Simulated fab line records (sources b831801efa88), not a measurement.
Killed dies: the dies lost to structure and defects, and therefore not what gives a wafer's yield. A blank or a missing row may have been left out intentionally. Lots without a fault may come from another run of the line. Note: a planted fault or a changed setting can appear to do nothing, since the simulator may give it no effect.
A lot that was struck, set against a sound lot ; flow sky130 ; 44 steps out of a route of 708
Sound: the wafers L386.2, L386.4, L386.5. The struck wafers were L394.2, L394.4, L394.5. The cause is named last.
Order at every step that has rows: each side's tool, ch and its chambers, its first start. Under that, the readings that differ: sound wafers ; struck wafers ; difference of the means ; sigmas: that difference in standard deviations of wafers without a fault.
alike: same words and numbers on both sides, and readings whose means sit less than 2 such deviations apart. not compared: any withheld reading, any reading some wafer has no value for, any bound like >300 that may hide the same value, and any number with overlapping values for which the record gives no deviation.
Wherever a step has rows on one side only, a row that says differs or no value, or a row with sigmas, the two part there. Numbers that have no deviation but don't overlap get no sigmas and don't part them. A reading missing from all wafers of one side parts the sides only when that side holds two or more wafers.

first, 1 step without rows for these wafers: SKY_SONOS_ONO_CVD_04 (deposits SiO2 from SiH4/N2O, target thk 5.7199 nm).
SKY_SONOS_ONO_THK_MEAS_05:
  sound on film metro-01, day 13 09:29; struck on film metro-01, day 16 07:03
  alike: SONOS_ONO_CVD_04_THK
then, 7 steps without rows for these wafers: SKY_SONOS_ONO_DEHYDRATE_06 (time 60 s); SKY_SONOS_ONO_HMDS_07 (prime time 60 s); SKY_SONOS_ONO_COAT_08 (resist thk 1140 nm); SKY_SONOS_ONO_SOFTBAKE_09 (time 60 s); SKY_SONOS_ONO_EXPOSE_10 (exposes mask ONOM, target cd 410 nm); SKY_SONOS_ONO_PEB_11; SKY_SONOS_ONO_DEVELOP_12 (develop time 60 s).
SKY_SONOS_ONO_CD_MEAS_13: target cd 410 nm.
  sound on cd sem-01, day 14 11:34; struck on cd sem-01, day 17 10:35
  alike: cd nm
SKY_SONOS_ONO_OVL_MEAS_14:
  sound on overlay-02, day 14 11:40; struck on overlay-01, day 17 10:41
  alike: SONOS_ONO_OVL
SKY_SONOS_ONO_ETCH_15: etches the open film in CHF3/O2, target depth 19.52 nm, time 7.8 s.
  sound on rie diel-02 ch 0,3, day 14 11:42; struck on rie diel-01 ch 0,3, day 17 10:43
reading;sound;struck;difference;sigmas
oes product au (a.u.);1.009 0.999 1.006;0.973 0.990 0.993;-0.019;-2
  alike: bias w, chf3 flow sccm, drypump motor current A, throttle valve pct
  not compared: rf hours counter h
SKY_SONOS_ONO_WET_ETCH_16: etches SiO2 in dHF, target depth 14 nm, time 280 s.
  sound on wet bench-03 ch 2, day 14 11:43; struck on wet bench-01 ch 2, day 17 10:44
reading;sound;struck;difference;sigmas
run length s (s);307 307 307;150 150 150;-157;-41
model.SiO2_of_FIELD_ISO_CVD_24.thk nm (nm);384.7 383.4 384.5;391.8 392.9 391.9;+8.0;
  alike: temp c
SKY_SONOS_ONO_STRIP_17: strips in O2/N2.
  sound on plasma asher-02 ch 0,1, day 14 11:48; struck on plasma asher-02 ch 1, day 17 10:49
  alike: drypump motor current A, oes product au, strip time to endpoint s
  not compared: rf hours counter h
then, 3 steps without rows for these wafers: SKY_SONOS_ONO_WET_ETCH_18 (etches Si3N4 in H3PO4, target depth 15 nm, time 172 s); SKY_GATE_OXIDE_CLEAN_00 (cleans in SC1/SC2, time 150 s); SKY_GATE_OXIDE_OXIDATION_01 (stabilise 600 s, purge 300 s, target thk 10.268 nm).
SKY_GATE_OXIDE_THK_MEAS_02:
  sound on film metro-03, day 14 13:52; struck on film metro-04, day 17 12:27
  alike: GATE_OXIDE_OXIDATION_00_THK
then, 7 steps without rows for these wafers: SKY_GATE_OXIDE_DEHYDRATE_03 (time 60 s); SKY_GATE_OXIDE_HMDS_04 (prime time 60 s); SKY_GATE_OXIDE_COAT_05 (resist thk 1140 nm); SKY_GATE_OXIDE_SOFTBAKE_06 (time 60 s); SKY_GATE_OXIDE_EXPOSE_07 (exposes mask LVOM, target cd 600 nm); SKY_GATE_OXIDE_PEB_08; SKY_GATE_OXIDE_DEVELOP_09 (develop time 62.48 s).
SKY_GATE_OXIDE_OVL_MEAS_10:
  sound on overlay-02, day 15 16:23; struck on overlay-01, day 18 18:26
reading;sound;struck;difference;sigmas
GATE_OXIDE_OVL (nm);1.8 3.6 1.6;-1.4 -0.7 -1.3;-3.5;-2
then, 2 steps without rows for these wafers: SKY_GATE_OXIDE_IMPLANT_11; SKY_GATE_OXIDE_WET_ETCH_12 (etches SiO2 in dHF, target depth 16.8 nm, time 336 s).
SKY_GATE_OXIDE_STRIP_13: strips in O2/N2.
  sound on plasma asher-04 ch 0,1, day 15 16:40; struck on plasma asher-04 ch 0,1, day 18 18:43
  alike: drypump motor current A, oes product au, strip time to endpoint s
  not compared: rf hours counter h
SKY_GATE_OXIDE_TW_MEAS_14:
  sound on film metro-04, day 15 16:47; struck on film metro-04, day 18 18:49
  alike: GATE_OXIDE_TW
then, 3 steps without rows for these wafers: SKY_GATE_OXIDE_CLEAN_15 (cleans in SC1/SC2, time 150 s); SKY_GATE_OXIDE_OXIDATION_16 (stabilise 600 s, purge 300 s, target thk 3.57 nm); SKY_POLY_GATE_CVD_00 (deposits poly-Si, target thk 180 nm, time 720 s).
SKY_POLY_GATE_THK_MEAS_01:
  sound on film metro-03, day 15 20:37; struck on film metro-01, day 18 21:40
  alike: POLY_GATE_CVD_00_THK
then, 8 steps without rows for these wafers: SKY_RES_PROTECT_DEHYDRATE_00 (time 60 s); SKY_RES_PROTECT_HMDS_01 (prime time 60 s); SKY_RES_PROTECT_COAT_02 (resist thk 1140 nm); SKY_RES_PROTECT_SOFTBAKE_03 (time 60 s); SKY_RES_PROTECT_EXPOSE_04 (exposes mask RPM, target cd 1270 nm); SKY_RES_PROTECT_PEB_05; SKY_RES_PROTECT_DEVELOP_06 (develop time 60 s); SKY_POLY_GATE_IMPLANT_02.
-- the record jumps here: 14 days lie between the struck wafers' starts before and after (it left off in module POLY_GATE and takes up again in module SALICIDE, whose first step shown is number 361 of the route) --
SKY_SALICIDE_CLEAN_00: cleans in HF-last, time 30 s.
  sound on wet bench-01 ch 0, day 29 17:38; struck on wet bench-02 ch 3, day 32 16:44
reading;sound;struck;difference;sigmas
model.SiO2_of_FIELD_ISO_CVD_24.thk nm (nm);359.6 358.2 359.2;366.7 367.7 366.5;+8.0;
-- the record jumps here: 16 days lie between the struck wafers' starts before and after (it left off in module SALICIDE and takes up again in module PAD_OPEN, whose first step shown is number 708 of the route) --
SKY_PAD_OPEN_PROBE_99:
  sound on prober-01, day 47 05:10; struck on prober-01, day 49 04:16
reading;sound;struck;difference;sigmas
model.etest.sram nfet pass.off log10 a um;-12.5 -12.83 -12.47;-13.19 -13.22 -13.13;-0.58;
model.etest.pfet_01v8_lvt.off log10 a um;-8.888 -8.959 -8.767;-9.4 -9.441 -9.387;-0.5;
model.etest.pfet g5v0d10v5.vt sat v (V);-0.627 -0.6647 -0.6529;-0.6959 -0.7075 -0.7094;-0.0561;
model.etest.pfet_16v.vt v (V);-1.102 -1.103 -1.094;-1.149 -1.159 -1.17;-0.060;
model.etest.pfet g5v0d10v5.vt v (V);-0.8203 -0.8562 -0.842;-0.8786 -0.8899 -0.892;-0.0473;
model.etest.pfet g5v0d10v5.vt long v (V);-0.9326 -0.9331 -0.9232;-0.972 -0.9812 -0.9903;-0.052;
model.etest.pfet_01v8_lvt.vt sat v (V);-0.4313 -0.4338 -0.4338;-0.4871 -0.4881 -0.4942;-0.0568;
  alike: killed_at_M0_to_M3, killed_at_M4_up, killed at contacts, killed at front end, killed at other, killed dies, killed open, killed short
  not compared: model.etest.field n.vt v

WHERE THEY PART
At SKY_SONOS_ONO_ETCH_15 first; at SKY_GATE_OXIDE_OVL_MEAS_10 last (within this record only). Later steps at which nothing parts them and some readings are alike: SKY_GATE_OXIDE_STRIP_13, SKY_GATE_OXIDE_TW_MEAS_14, SKY_POLY_GATE_THK_MEAS_01, SKY_PAD_OPEN_PROBE_99.

WHY: whatever the simulator had introduced
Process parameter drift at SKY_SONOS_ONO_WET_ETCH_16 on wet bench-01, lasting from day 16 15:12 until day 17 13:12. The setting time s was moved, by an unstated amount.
